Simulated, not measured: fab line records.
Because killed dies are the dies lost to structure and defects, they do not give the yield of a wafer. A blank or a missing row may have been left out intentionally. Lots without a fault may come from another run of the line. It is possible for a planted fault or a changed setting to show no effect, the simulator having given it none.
fab line records -- flow sky130
record: lots: 5, wafers: 15, last_day: 50
route steps=708 shown CONTACT@417
lots with no fault: from the same line, run without faults
start_h: the number of hours between the record's first day and the start of the first shown wafer of the lot -- wait_h: hours elapsed since this lot's preceding step -- " the same as in the row above -- L1.1+2: a single row standing in for several wafers -- - either no value or no given start -- * or withheld: withheld -- < > ~ a bound
route shown NAME@n: a module of which the file shows steps, and the number in the route of the first -- usual: the fault-free wafers' mean and standard deviation -- same: alike in all rows -- chamber/n: place in a boat -- sites: per-site readings -- _std_site: their standard deviation -- _edge_site: mean of outer sites minus mean of inner sites -- radius_mm: how far each site lies from the wafer's centre -- mask NAME#n: copy n -- behind: tool/chamber where the wafer was last shaped -- hold: reason for holding the lot/hours on hold/outcome of the hold -- device: the n, p or np transistor that did not switch -- end of line: at the end of the route, the tests of the same wafers -- a step without rows: its recipe alone -- killed: dies lost to structure and defects at the first sort, not the wafer's yield -- map: dies across one wafer; x = killed, . = not, _ = none there
set.NAME: the setting the step ran with; set.NAME@STEP: the setting that earlier step ran with -- model.NAME: the simulator's own value behind a step, which no gauge read
lots at some steps of the route; a table a step, a row a wafer
services: the hour from which a tool's chamber was out of use, counted from the record's first day as start_h (under 0 if before that day), plus the number of hours and why
== steps ==
step: SKY_CONTACT_EXPOSE_11
recipe: mask_id: CTM1, na: 0.8, source_shape: annular, sigma_inner: 0.55, sigma_outer: 0.85, target_cd_nm: 170, dose_mj: 38
step: SKY_CONTACT_PEB_12
recipe: peb_temp_c: withheld, peb_time_s: withheld, resist: KrF-thick
step: SKY_CONTACT_DEVELOP_13
recipe: develop_time_s: 60, resist: KrF-thick, dev_temp_c: 21
step: SKY_CONTACT_CD_MEAS_14
recipe: target_cd_nm: 170
usual: cd_nm: 169.9/1.4
lot.wafer,tool,chamber,start_h,wait_h,cd_nm
L462.2,cd_sem-02,-,748.02,-,169.4
L462.4,cd_sem-02,-,748.02,-,168.5
L462.5,cd_sem-02,-,748.02,-,169.0
L470.3,cd_sem-01,-,803.03,-,169.4
L470.4,cd_sem-01,-,803.03,-,169.4
L470.6,cd_sem-01,-,803.03,-,170.4
L476.2,cd_sem-02,-,846.16,-,168.4
L476.5,cd_sem-02,-,846.16,-,169.6
L476.6,cd_sem-02,-,846.16,-,170.4
L480.2,cd_sem-01,-,876.28,-,168.2
L480.4,cd_sem-01,-,876.28,-,168.0
L480.5,cd_sem-01,-,876.28,-,166.1
L484.2,cd_sem-01,-,902.38,-,166.9
L484.4,cd_sem-01,-,902.38,-,166.8
L484.6,cd_sem-01,-,902.38,-,167.0
step: SKY_CONTACT_OVL_MEAS_15
usual: CONTACT_OVL: 0/5.4
lot.wafer,tool,chamber,start_h,wait_h,CONTACT_OVL[nm]
L462.2,overlay-02,-,748.13,0.1,-8
L462.4,overlay-02,-,748.13,0.1,-1
L462.5,overlay-02,-,748.13,0.1,9
L470.3,overlay-01,-,803.12,0.1,3
L470.4,overlay-01,-,803.12,0.1,-7
L470.6,overlay-01,-,803.12,0.1,-3
L476.2,overlay-01,-,846.27,0.1,2
L476.5,overlay-01,-,846.27,0.1,2
L476.6,overlay-01,-,846.27,0.1,-4
L480.2,overlay-01,-,876.39,0.1,7
L480.4,overlay-01,-,876.39,0.1,5
L480.5,overlay-01,-,876.39,0.1,13
L484.2,overlay-02,-,902.49,0.1,3
L484.4,overlay-02,-,902.49,0.1,0
L484.6,overlay-02,-,902.49,0.1,-3
step: SKY_CONTACT_ETCH_16
recipe: chemistry: N2/H2, target: BARC, ion_energy_ev: 200, source_w: 500, bias_w: 100, pressure_mtorr: 30, n2_flow_sccm: 100, h2_flow_sccm: 200, stop_on: SiO2, time_s: 45.9, target_depth_a: 600
usual: drypump_motor_current_A: 5.5/0.41, oes_product_au: 0.855/0.0046, throttle_valve_pct: 13.224/0.0096
lot.wafer,tool,chamber,start_h,wait_h,drypump_motor_current_A,oes_product_au,rf_hours_counter_h,throttle_valve_pct
L462.2,rie_diel-03,0,748.16,0.0,4.8,0.851,2,13.212
L462.4,rie_diel-03,3,748.16,0.0,6.1,0.861,40,13.206
L462.5,rie_diel-03,0,748.16,0.0,4.9,0.853,-,13.237
L470.3,rie_diel-01,1,803.15,0.0,5.6,0.850,19,13.231
L470.4,rie_diel-01,2,803.15,0.0,6.2,0.852,15,13.211
L470.6,rie_diel-01,0,803.15,0.0,5.8,0.858,-,13.228
L476.2,rie_diel-03,3,846.30,0.0,6.1,0.858,2,13.218
L476.5,rie_diel-03,0,846.30,0.0,4.8,0.859,-,13.242
L476.6,rie_diel-03,1,846.30,0.0,5.4,0.863,-,13.216
L480.2,rie_diel-04,2,876.42,0.0,5.8,0.852,9,13.234
L480.4,rie_diel-04,0,876.42,0.0,5.3,0.855,19,13.225
L480.5,rie_diel-04,1,876.42,0.0,5.2,0.854,-,13.234
L484.2,rie_diel-03,3,902.52,0.0,6.1,0.858,3,13.225
L484.4,rie_diel-03,3,902.52,0.0,6.1,0.853,-,13.209
L484.6,rie_diel-03,1,902.52,0.0,5.4,0.858,-,13.216
step: SKY_CONTACT_ETCH_17
recipe: target: SiO2, chemistry: C4F8/O2/Ar, stop_on: Si3N4, mask_material: KrF-thick, source_w: 1500, bias_w: 1200, pressure_mtorr: 40, c4f8_flow_sccm: withheld, O2_flow_sccm: 6, Ar_flow_sccm: 300, time_s: withheld, target_depth_a: 3400
usual: oes_product_au: 0.893/0.0049
lot.wafer,tool,chamber,start_h,wait_h,oes_product_au
L462.2,rie_diel-03,0,748.20,0.0,0.886
L462.4,rie_diel-03,3,748.20,0.0,0.895
L462.5,rie_diel-03,0,748.20,0.0,0.891
L470.3,rie_diel-01,1,803.19,0.0,0.893
L470.4,rie_diel-01,2,803.19,0.0,0.889
L470.6,rie_diel-01,0,803.19,0.0,0.894
L476.2,rie_diel-03,3,846.34,0.0,0.893
L476.5,rie_diel-03,0,846.34,0.0,0.895
L476.6,rie_diel-03,1,846.34,0.0,0.900
L480.2,rie_diel-04,2,876.46,0.0,0.893
L480.4,rie_diel-04,0,876.46,0.0,0.885
L480.5,rie_diel-04,1,876.46,0.0,0.892
L484.2,rie_diel-03,3,902.56,0.0,0.883
L484.4,rie_diel-03,3,902.56,0.0,0.893
L484.6,rie_diel-03,1,902.56,0.0,0.889
step: SKY_CONTACT_ETCH_18
recipe: target: Si3N4, chemistry: CHF3/O2, stop_on: TiN, source_w: 600, bias_w: 200, pressure_mtorr: 40, chf3_flow_sccm: 50, O2_flow_sccm: 5, time_s: 39, target_depth_a: 750
usual: O2_flow_sccm: 5.001/0.014, chf3_flow_sccm: 49.99/0.15, drypump_motor_current_A: 5.5/0.41, oes_product_au: 0.853/0.0081, throttle_valve_pct: 8.794/0.0091
lot.wafer,tool,chamber,start_h,wait_h,O2_flow_sccm,chf3_flow_sccm,drypump_motor_current_A,oes_product_au,rf_hours_counter_h,throttle_valve_pct
L462.2,rie_diel-03,0,-,-,5.003,49.98,4.9,0.842,3,8.794
L462.4,rie_diel-03,3,-,-,4.960,49.93,6.1,0.857,40,8.783
L462.5,rie_diel-03,0,-,-,5.017,50.18,4.8,0.853,-,8.813
L470.3,rie_diel-01,1,-,-,5.016,50.26,5.6,0.851,19,8.788
L470.4,rie_diel-01,2,-,-,4.999,49.91,6.2,0.858,15,8.797
L470.6,rie_diel-01,0,-,-,4.985,50.03,5.8,0.857,-,8.785
L476.2,rie_diel-03,3,-,-,4.993,49.90,6.1,0.835,2,8.781
L476.5,rie_diel-03,0,-,-,5.012,50.15,4.9,0.866,-,8.794
L476.6,rie_diel-03,1,-,-,4.998,49.97,5.4,0.855,-,8.782
L480.2,rie_diel-04,2,-,-,5.007,49.95,5.8,0.845,9,8.793
L480.4,rie_diel-04,0,-,-,4.990,50.08,5.3,0.862,19,8.798
L480.5,rie_diel-04,1,-,-,5.024,50.19,5.2,0.852,-,8.800
L484.2,rie_diel-03,3,-,-,5.000,49.88,6.1,0.843,3,8.796
L484.4,rie_diel-03,3,-,-,5.019,50.06,6.1,0.861,-,8.792
L484.6,rie_diel-03,1,-,-,5.002,50.02,5.4,0.859,-,8.803
step: SKY_CONTACT_STRIP_19
recipe: chemistry: O2/N2, power_w: 1400, pressure_mtorr: 1500, platen_temp_c: withheld, o2_flow_sccm: 3000, n2_flow_sccm: 300, overash_fraction: 0.5
usual: drypump_motor_current_A: 5.9/0.44, o2_flow_sccm: 3001/9, oes_product_au: 0.381/0.005, strip_time_to_endpoint_s: 3.63/0.032
lot.wafer,tool,chamber,start_h,wait_h,drypump_motor_current_A,o2_flow_sccm,oes_product_au,rf_hours_counter_h,strip_time_to_endpoint_s
L462.2,plasma_asher-02,1,748.29,-,6.1,2992,0.376,32,3.62
L462.4,plasma_asher-02,1,748.29,-,6.1,2983,0.383,-,3.67
L462.5,plasma_asher-02,1,748.29,-,6.1,3000,0.381,-,3.64
L470.3,plasma_asher-03,0,803.31,-,6.3,2995,0.386,-,3.65
L470.4,plasma_asher-03,1,803.31,-,6.5,2988,0.373,-,3.62
L470.6,plasma_asher-03,1,803.31,-,6.5,3004,0.378,-,3.57
L476.2,plasma_asher-02,1,846.43,-,6.1,2998,0.384,43,3.65
L476.5,plasma_asher-02,0,846.43,-,5.7,2986,0.392,-,3.61
L476.6,plasma_asher-02,1,846.43,-,6.1,2998,0.380,-,3.64
L480.2,plasma_asher-01,1,876.55,-,5.7,3009,0.393,75,3.69
L480.4,plasma_asher-01,0,876.55,-,5.2,2998,0.384,-,3.66
L480.5,plasma_asher-01,1,876.55,-,5.7,2991,0.377,-,3.58
L484.2,plasma_asher-01,0,902.65,-,5.2,3001,0.374,79,3.66
L484.4,plasma_asher-01,0,902.65,-,5.2,2997,0.385,-,3.68
L484.6,plasma_asher-01,0,902.65,-,5.2,3001,0.376,-,3.63
step: SKY_CONTACT_STRIP_20
recipe: chemistry: post_etch_residue_remover, time_s: 1200, temp_c: 72.5
step: SKY_CONTACT_CLEAN_21
recipe: chemistry: IPA, time_s: 180, temp_c: 25
step: SKY_CONTACT_CLEAN_22
recipe: chemistry: O3/DIW, dry: n2_spin
step: SKY_CONTACT_SPUTTER_23
recipe: material: TiN, target_thk_nm: 20, chamber_pressure_pa: 5, power_w: 4000, time_s: 80
usual: chamber_pressure_pa: 5.000/0.01, throttle_valve_pct: 29.8/1.2
lot.wafer,tool,chamber,start_h,wait_h,chamber_pressure_pa,throttle_valve_pct,model.TiN_of_CONTACT_SPUTTER_23.thk_nm
L462.2,pvd_sputter-02,-,748.88,0.0,4.995,30.8,19.8
L462.4,pvd_sputter-02,-,748.88,0.0,5.004,31.5,19.7
L462.5,pvd_sputter-02,-,748.88,0.0,5.000,31.3,19.8
L470.3,pvd_sputter-04,-,803.87,0.0,4.996,28.5,19.31
L470.4,pvd_sputter-04,-,803.87,0.0,5.000,30.3,20.08
L470.6,pvd_sputter-04,-,803.87,0.0,5.004,28.4,19.46
L476.2,pvd_sputter-02,-,847.03,0.0,5.012,28.7,20.23
L476.5,pvd_sputter-02,-,847.03,0.0,5.010,30.9,38.7
L476.6,pvd_sputter-02,-,847.03,0.0,5.016,31.4,19.87
L480.2,pvd_sputter-04,-,877.17,0.0,5.000,28.3,19.83
L480.4,pvd_sputter-04,-,877.17,0.0,4.976,30.4,20.85
L480.5,pvd_sputter-04,-,877.17,0.0,5.010,28.5,20
L484.2,pvd_sputter-01,-,903.24,0.0,5.006,31.5,20.13
L484.4,pvd_sputter-01,-,903.24,0.0,4.997,29.8,19.96
L484.6,pvd_sputter-01,-,903.24,0.0,4.999,30.0,20.03
step: SKY_CONTACT_CVD_24
recipe: material: W, target_thk_nm: 340, time_s: 102.12, temp_c: 400, pressure_torr: 40
usual: heater_power_w: 930/83
lot.wafer,tool,chamber,start_h,wait_h,heater_power_w
L462.2,cvd_w-01,0,748.95,0.0,1007
L462.4,cvd_w-01,1,748.95,0.0,841
L462.5,cvd_w-01,1,748.95,0.0,845
L470.3,cvd_w-01,0,803.97,0.1,1050
L470.4,cvd_w-01,1,803.97,0.1,861
L470.6,cvd_w-01,0,803.97,0.1,1034
L476.2,cvd_w-01,0,847.09,0.0,1023
L476.5,cvd_w-01,1,847.09,0.0,835
L476.6,cvd_w-01,0,847.09,0.0,1049
L480.2,cvd_w-01,1,877.23,0.0,848
L480.4,cvd_w-01,0,877.23,0.0,1050
L480.5,cvd_w-01,1,877.23,0.0,833
L484.2,cvd_w-02,1,903.30,0.0,872
L484.4,cvd_w-02,0,903.30,0.0,954
L484.6,cvd_w-02,1,903.30,0.0,864
== services ==
tool,chamber,start_h,hours,kind
cvd_w-01,0,729.98,13.1,repair
cvd_w-01,-,743.38,1.3,repair
plasma_asher-01,-,755.24,1.5,repair
rie_diel-04,2,756.16,1.8,repair
rie_diel-04,-,757.58,0.4,repair
pvd_sputter-04,-,762.72,0.9,repair
plasma_asher-03,-,766.98,2.8,pm
rie_diel-04,-,770.70,2.8,pm
rie_diel-04,3,784.85,5.1,repair
cvd_w-01,-,814.51,0.9,repair
rie_diel-01,-,814.62,4.3,pm
plasma_asher-01,-,818.45,2.8,pm
rie_diel-03,-,836.84,0.4,repair
cvd_w-02,-,861.73,2.0,repair
rie_diel-03,-,861.77,1.4,repair
rie_diel-01,2,862.75,21.8,repair
plasma_asher-01,-,863.89,4.3,repair
cvd_w-01,-,871.28,0.7,repair
cvd_w-01,-,877.99,6.9,pm
rie_diel-01,3,881.58,6.9,repair
rie_diel-03,-,886.14,3.2,repair
rie_diel-03,1,888.87,10.9,repair
plasma_asher-01,-,893.67,1.4,repair
rie_diel-03,2,898.28,5.9,repair
== key ==
first_sign none at tools or gauges
model_effect: step: SKY_CONTACT_SPUTTER_23, value: TiN_of_CONTACT_SPUTTER_23.thk_nm, without: 20.06, struck: 38.7
met_at SKY_CONTACT_SPUTTER_23
struck_wafers L476.5
tester_left_out L476
onset_between 748.88 847.03
fault: kind: process_parameter_drift, tool: pvd_sputter-02, chamber: -, onset_h: 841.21, steps: SKY_CONTACT_SPUTTER_23, channel: target_thk_nm, offset: 18.634, shape: step, end_h: 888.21, acts_in: these_recipes_only, stated: 20, scope: struck_wafers_only
tester_left_out: of these lots the tester's yield and bins aren't shown, on N5 and GAA mostly nor the transistor test; their killed dies are dies lost to structure and defects alone, not to doping, threshold or leakage, so they don't give the yield
